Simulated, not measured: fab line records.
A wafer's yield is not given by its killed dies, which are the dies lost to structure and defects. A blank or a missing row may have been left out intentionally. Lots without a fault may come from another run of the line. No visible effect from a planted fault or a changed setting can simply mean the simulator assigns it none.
8D (eight disciplines) problem report, filled in by code	flow gf180mcu	the parts of the form that need people (team, actions taken, sign-off) are left out

1. THE ISSUE
Across 6 wafers from 2 lots, VT_IMPLANT_4_TW at GF_VT_IMPLANT_TW_MEAS_43 averages 1105, while fault-free wafers read 695 with a standard deviation of 3.3. That is +99 or more standard deviations from the usual mean.
Seen first at day 12 15:24 on filmMetro-01, wafer L356.3. At this step, 39 wafers from 13 lots have a number in the record. By rule, "out" or "out of limits" means more than 4 standard deviations away from the usual mean. All remaining wafers that have a number are taken as sound.

2. WHAT IT IS; WHAT IT IS NOT
question	is	is not
which readings at this step	VT_IMPLANT_4_TW	-
which lots	L356, L357	L340, L342, L344, L345, L346, L347, L348, L349, L353, L359, L360
which wafers of those lots	all that have a number	-
read on which gauges	filmMetro-01, filmMetro-02	filmMetro-04
when	from day 12 15:24	up to then (27 sound wafers); but 6 sound wafers of L359, L360 came after

3. THE SUSPECTS, EACH WITH WHAT RULES IT OUT
Counting: a tool stays on the suspect list if, at a process step up to the reading, it processed all lots that are out and no sound lot following the first of them.
- the gauge at GF_VT_IMPLANT_TW_MEAS_43: ruled out. The wafers that are out were read on 2 gauges (filmMetro-01, filmMetro-02).
- implanter-03 at GF_VT_IMPLANT_IMPLANT_41: kept. It processed each lot that is out, first L356 at day 12 15:11, and no sound lot thereafter; up to then, the last sound lot it processed was L347 at day 10 05:59. On those wafers its own readings are out: doseIonsCm2, faradayCurrentUA.
Left after counting: implanter-03 at GF_VT_IMPLANT_IMPLANT_41.

4. THE CAUSE (what the simulator had put in)
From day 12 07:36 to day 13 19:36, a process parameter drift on implanter-03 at GF_VT_IMPLANT_IMPLANT_41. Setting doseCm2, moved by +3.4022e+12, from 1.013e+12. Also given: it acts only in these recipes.
Only this tool survived the counting.

5. THE CHAIN OF EFFECTS, in route order
One row per reading whose mean, taken over the struck wafers that have a number, lies over 3 standard deviations from the usual. Readings are gone through only where the record gives a usual standard deviation; hours: the median, over the lots, of the time from a lot's start at the first step in this table giving one to that lot's start at this step; sigmas: the change measured in usual standard deviations.
hours	step	reading	usual	on struck wafers	change	sigmas
0	GF_VT_IMPLANT_IMPLANT_41	doseIonsCm2	1.0129e+12	4.4148e+12	+3.4018e+12	+99 or more
0	GF_VT_IMPLANT_IMPLANT_41	faradayCurrentUA	5.71	24.54	+18.83	+99 or more
0	GF_VT_IMPLANT_TW_MEAS_43	VT_IMPLANT_4_TW	695	1105	+410	+99 or more
The process steps in it:
- GF_VT_IMPLANT_IMPLANT_41
Later steps that measure or inspect, where all struck wafers having a row at the step show a number for every such reading and not one has moved that far: GF_NSD_TW_MEAS_12.

6. HOW IT WOULD HAVE BEEN CAUGHT EARLIER
The first out-of-limits reading at a measuring or inspecting step in this record came at day 12 15:24, 8 hours after the fault's start at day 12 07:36.
Tool's own readings at GF_VT_IMPLANT_IMPLANT_41, doseIonsCm2, faradayCurrentUA: out on all struck wafers the step has rows for; an alarm limit on them would have tripped on the first.
Lots out: 2; of these, L357 started GF_VT_IMPLANT_IMPLANT_41 on implanter-03 after day 12 15:24. It would have been spared by a hold on the tool at that moment.
